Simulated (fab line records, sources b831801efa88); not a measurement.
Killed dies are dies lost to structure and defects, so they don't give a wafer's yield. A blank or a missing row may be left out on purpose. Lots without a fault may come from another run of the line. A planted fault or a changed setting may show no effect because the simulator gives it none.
Which tool did it? | flow sky130 | 11 lots, 33 wafers sampled, at 2 steps of a route of 708

WHAT THE GAUGES READ, wafer by wafer
SKY_SPACER_THK_MEAS_01.
lot  | measured     | on            | SPACER_CVD_00_THK (nm)
L625 | day 23 04:29 | film_metro-01 | 42.9 42.8 43.1
L627 | day 24 01:57 | film_metro-01 | 43.9 43.9 43.4
L628 | day 24 17:23 | film_metro-01 | 43.4 43.6 43.6
L630 | day 24 22:23 | film_metro-02 | 42.4 42.7 42.7
L632 | day 25 22:06 | film_metro-02 | 42.9 43.0 42.8
L634 | day 27 00:01 | film_metro-02 | 42.7 42.7 42.4
L635 | day 27 07:00 | film_metro-02 | 42.7 42.2 42.8
L638 | day 27 23:02 | film_metro-01 | 43.4 43.7 43.7
L639 | day 28 17:54 | film_metro-04 | 42.7 42.7 42.5
L647 | day 30 18:52 | film_metro-01 | 50.8 50.9 50.9
L648 | day 30 20:05 | film_metro-04 | 51.0 50.8 50.6

WHICH TOOL RAN EACH LOT (tool, then ch and the chambers of the sampled wafers, then the start)
lot  | SKY_SPACER_CVD_00
L625 | lpcvd-02 ch 1, day 23 03:16
L627 | lpcvd-02 ch 1, day 24 00:08
L628 | lpcvd-02 ch 0, day 24 16:10
L630 | lpcvd-02 ch 1, day 24 21:10
L632 | lpcvd-02 ch 1, day 25 20:52
L634 | lpcvd-02 ch 1, day 26 22:48
L635 | lpcvd-02 ch 1, day 27 05:48
L638 | lpcvd-02 ch 1, day 27 21:50
L639 | lpcvd-02 ch 0, day 28 16:05
L647 | lpcvd-02 ch 1, day 30 17:40
L648 | lpcvd-02 ch 1, day 30 18:52
- SKY_SPACER_CVD_00: deposits Si3N4 from DCS/NH3, target thk 43.1 nm, time 740 s.

THE ANSWER, worked out from the rows above alone
Rule: what is usual is taken from the lots themselves. Put in order of their means at a reading, lots are off if they are a third of the lots or fewer, leave a main group of 4 or more, and stand apart from it by a gap of 3 or more times the standard deviation of the main group's means; of several such gaps the widest counts. A main group whose means are all the same, to the digits that the tables above print for the reading, isn't used. A lot without any number at a reading at which 4 lots or more have one is off too. The other lots that the step has rows for count as sound.
Off: L647, L648, at SKY_SPACER_THK_MEAS_01 (SPACER_CVD_00_THK). The main group: mean 43.0 nm, standard deviation 0.45.
A tool fits if, at a process step before that reading, it ran every lot that is off, and no sound lot after the first of them. The gauges at SKY_SPACER_THK_MEAS_01 are tried like those tools. One fits: lpcvd-02 at SKY_SPACER_CVD_00. Its last sound lot is L639 (day 28 16:05), its first lot that is off L647 (day 30 17:40): a fault that began between those two fits.

WHAT THE SIMULATOR HAD PUT IN
Process parameter drift: lpcvd-02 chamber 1, from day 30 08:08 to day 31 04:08, at SKY_SPACER_CVD_00. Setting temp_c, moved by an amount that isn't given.
Lots struck among those shown: L647, L648. The rule above found the same.
